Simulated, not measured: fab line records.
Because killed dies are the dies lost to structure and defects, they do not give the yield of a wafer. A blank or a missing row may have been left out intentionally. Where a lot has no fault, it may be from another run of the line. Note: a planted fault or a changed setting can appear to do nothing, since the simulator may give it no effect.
Comparing a struck lot with a sound one :: flow sky130 :: 31 steps out of a route of 708
Sound: these wafers, L715.2, L715.5, L715.6. Wafers struck: L725.4, L725.5, L725.6. The cause is given at the end.
Per side, at each step with rows, come the tool, then ch with its chambers, and then its first start. Under that, the readings that differ: sound wafers :: struck wafers :: difference of the means :: sigmas: that difference in standard deviations of wafers without a fault.
alike: readings with means less than 2 such deviations apart, plus words and numbers identical on both sides. not compared: withheld readings, readings lacking a value on some wafer, bounds such as >300 that could conceal the same value, and numbers that have no deviation in the record and whose values overlap.
The two part at a step that has a row with sigmas, a row that says differs or no value, or rows on one side only. When numbers do not overlap yet have no deviation, they are printed without sigmas and do not part them. A reading that every wafer of one side lacks parts them only if that side has two wafers or more.

SKY_LI_CONTACT_OVL_MEAS_13:
  sound on overlay-01, day 31 11:59; struck on overlay-02, day 34 18:25
  alike: LI_CONTACT_OVL
then, 2 steps without rows for these wafers: SKY_LI_CONTACT_ETCH_14 (etches BARC in N2/H2, stops on SiO2, time 45.9 s, target depth 60 nm); SKY_LI_CONTACT_ETCH_15 (etches PSG in C4F8/O2/Ar, stops on Si, target depth 600 nm).
SKY_LI_CONTACT_STRIP_16: strips in O2/N2.
  sound on plasma-asher-01 ch 0,1, day 31 12:09; struck on plasma-asher-02 ch 0,1, day 34 18:35
  alike: drypump-motor-current-A, oes-product-au, strip-time-to-endpoint-s
  not compared: rf-hours-counter-h
then, 3 steps without rows for these wafers: SKY_LI_CONTACT_CLEAN_17 (cleans in NMP, time 600 s); SKY_LI_CONTACT_PRE_CLEAN_18 (time 5.6 s); SKY_LI_CONTACT_SPUTTER_19 (material Ti, target thk 20 nm, time 106.37 s).
SKY_LI_CONTACT_SPUTTER_20: material TiN, target thk 20 nm, time 80 s.
  sound on pvd-sputter-01, day 31 12:31; struck on pvd-sputter-03, day 34 18:56
  alike: cathode-dc-power-W, throttle-valve-pct
then, 1 step without rows for these wafers: SKY_LI_CONTACT_CVD_21 (deposits W, target thk 400 nm, time 120.56 s).
SKY_LI_CONTACT_RS_MEAS_22: the measuring method here is four-point-probe.
  sound on film-metro-03, day 31 12:44; struck on film-metro-03, day 34 19:11
  alike: LI_CONTACT_W_RS
SKY_LI_CONTACT_THK_MEAS_23: measures by xrf.
  sound on film-metro-03, day 31 12:50; struck on film-metro-03, day 34 19:16
  alike: LI_CONTACT_W_THK
SKY_LI_CONTACT_CMP_24: polishes, stops on PSG, t overpolish 20 s, target thk 0 nm.
  sound on cmp-02 ch 2,3, day 31 12:56; struck on cmp-01 ch 0,1,3, day 34 19:24
  alike: motor-current-A, overpolish-run-s, time-to-endpoint-s
SKY_LOCAL_INTERCONNECT_SPUTTER_00: material TiN, target thk 100 nm, time 83.3 s.
  sound on pvd-sputter-02, day 31 13:11; struck on pvd-sputter-04, day 34 19:36
reading: cathode-dc-power-W (W)
sound: 6502.7 6498.4 6500.2
struck: 7016.9 7016.0 7015.8
difference: +515.8
sigmas: +99 or more

reading: model.TiN_of_LOCAL_INTERCONNECT_SPUTTER_00.thk-nm (nm)
sound: 100.4 99.73 100.6
struck: 106.8 106.9 106.7
difference: +6.6
sigmas: 
  alike: throttle-valve-pct
SKY_LOCAL_INTERCONNECT_RS_MEAS_01: the measuring method here is four-point-probe.
  sound on film-metro-01, day 31 13:16; struck on film-metro-04, day 34 19:44
reading: LOCAL_INTERCONNECT_TIN_RS (ohm/sq)
sound: 14.08 14.19 14.03
struck: 13.17 13.15 13.19
difference: -0.93
sigmas: -4
SKY_LOCAL_INTERCONNECT_THK_MEAS_02: measures by xrf.
  sound on film-metro-01, day 31 13:23; struck on film-metro-04, day 34 19:49
reading: LOCAL_INTERCONNECT_TIN_THK (nm)
sound: 98.8 98.0 99.2
struck: 104.6 105.2 104.6
difference: +6.1
sigmas: +4
then, 8 steps without rows for these wafers: SKY_LOCAL_INTERCONNECT_DEHYDRATE_03 (time 60 s); SKY_LOCAL_INTERCONNECT_HMDS_04 (prime time 60 s); SKY_LOCAL_INTERCONNECT_COAT_05 (resist thk 60 nm); SKY_LOCAL_INTERCONNECT_COAT_06 (resist thk 450 nm); SKY_LOCAL_INTERCONNECT_SOFTBAKE_07 (time 90 s); SKY_LOCAL_INTERCONNECT_EXPOSE_08 (exposes mask LI1M, target cd 170 nm); SKY_LOCAL_INTERCONNECT_PEB_09; SKY_LOCAL_INTERCONNECT_DEVELOP_10 (develop time 60 s).
SKY_LOCAL_INTERCONNECT_CD_MEAS_11: target cd 170 nm.
  sound on cd-sem-01, day 32 16:50; struck on cd-sem-01, day 35 22:23
  alike: cd-nm
SKY_LOCAL_INTERCONNECT_OVL_MEAS_12:
  sound on overlay-02, day 32 16:56; struck on overlay-01, day 35 22:27
  alike: LOCAL_INTERCONNECT_OVL
SKY_LOCAL_INTERCONNECT_ETCH_13: etches BARC in N2/H2, stops on SiO2, time 45.9 s, target depth 60 nm.
  sound on rie-metal-03 ch 0,1, day 32 16:58; struck on rie-metal-01 ch 0,1, day 35 22:29
reading: rf-fwd-power-W (W)
sound: 496.9 496.2 496.9
struck: 491.1 489.9 491.4
difference: -5.9
sigmas: -2
  alike: drypump-motor-current-A, oes-product-au, throttle-valve-pct
  not compared: rf-hours-counter-h
SKY_LOCAL_INTERCONNECT_METAL_ETCH_14: etches TiN in Cl2/BCl3, stops on PSG, target depth 110 nm, time 31.4 s.
  sound on rie-metal-03 ch 0,1, day 32 17:02; struck on rie-metal-01 ch 0,1, day 35 22:33
reading: oes-product-au (a.u.)
sound: 0.940 0.938 0.942
struck: 0.973 0.976 0.976
difference: +0.035
sigmas: +4
  alike: drypump-motor-current-A, rf-fwd-power-W, throttle-valve-pct
  not compared: rf-hours-counter-h
SKY_LOCAL_INTERCONNECT_STRIP_15: strips in O2/N2.
  sound on plasma-asher-01 ch 0,1, day 32 17:05; struck on plasma-asher-01 ch 0,1, day 35 22:37
  alike: drypump-motor-current-A, oes-product-au, strip-time-to-endpoint-s
  not compared: rf-hours-counter-h
SKY_LOCAL_INTERCONNECT_STRIP_16: strips in post etch residue remover, time 1200 s.
  sound on wet-bench-01 ch 3, day 32 17:11; struck on wet-bench-01 ch 1, day 35 22:41
reading: model.TiN_of_LOCAL_INTERCONNECT_SPUTTER_00.thk-nm (nm)
sound: 99.95 99.31 100.2
struck: 106.4 106.4 106.2
difference: +6.5
sigmas: 
  alike: temp-c
then, 1 step without rows for these wafers: SKY_LOCAL_INTERCONNECT_CLEAN_17 (cleans in IPA, time 180 s).
-- here the record skips 14 days between the struck wafers' starts before and after, leaving off in module LOCAL_INTERCONNECT and picking up in module PAD_OPEN (first step shown: number 708 of the route) --
SKY_PAD_OPEN_PROBE_99:
  sound on prober-01, day 47 10:27; struck on prober-01, day 49 16:40
reading: model.etest.res-li.line-ohm-um
sound: 75.36 75.11 74.85
struck: 70.89 70.73 70.87
difference: -4.28
sigmas: 

reading: model.etest.res-li.rs-ohm-sq
sound: 12.75 12.87 12.78
struck: 11.98 12 11.92
difference: -0.83
sigmas: 

WHERE THEY PART
At SKY_LOCAL_INTERCONNECT_SPUTTER_00 first; at SKY_LOCAL_INTERCONNECT_METAL_ETCH_14 last (within this record only). Later steps at which nothing parts them and some readings are alike: SKY_LOCAL_INTERCONNECT_STRIP_15, SKY_LOCAL_INTERCONNECT_STRIP_16.

WHY: the cause the simulator had injected
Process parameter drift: pvd-sputter-04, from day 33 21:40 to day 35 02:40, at SKY_LOCAL_INTERCONNECT_SPUTTER_00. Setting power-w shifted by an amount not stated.
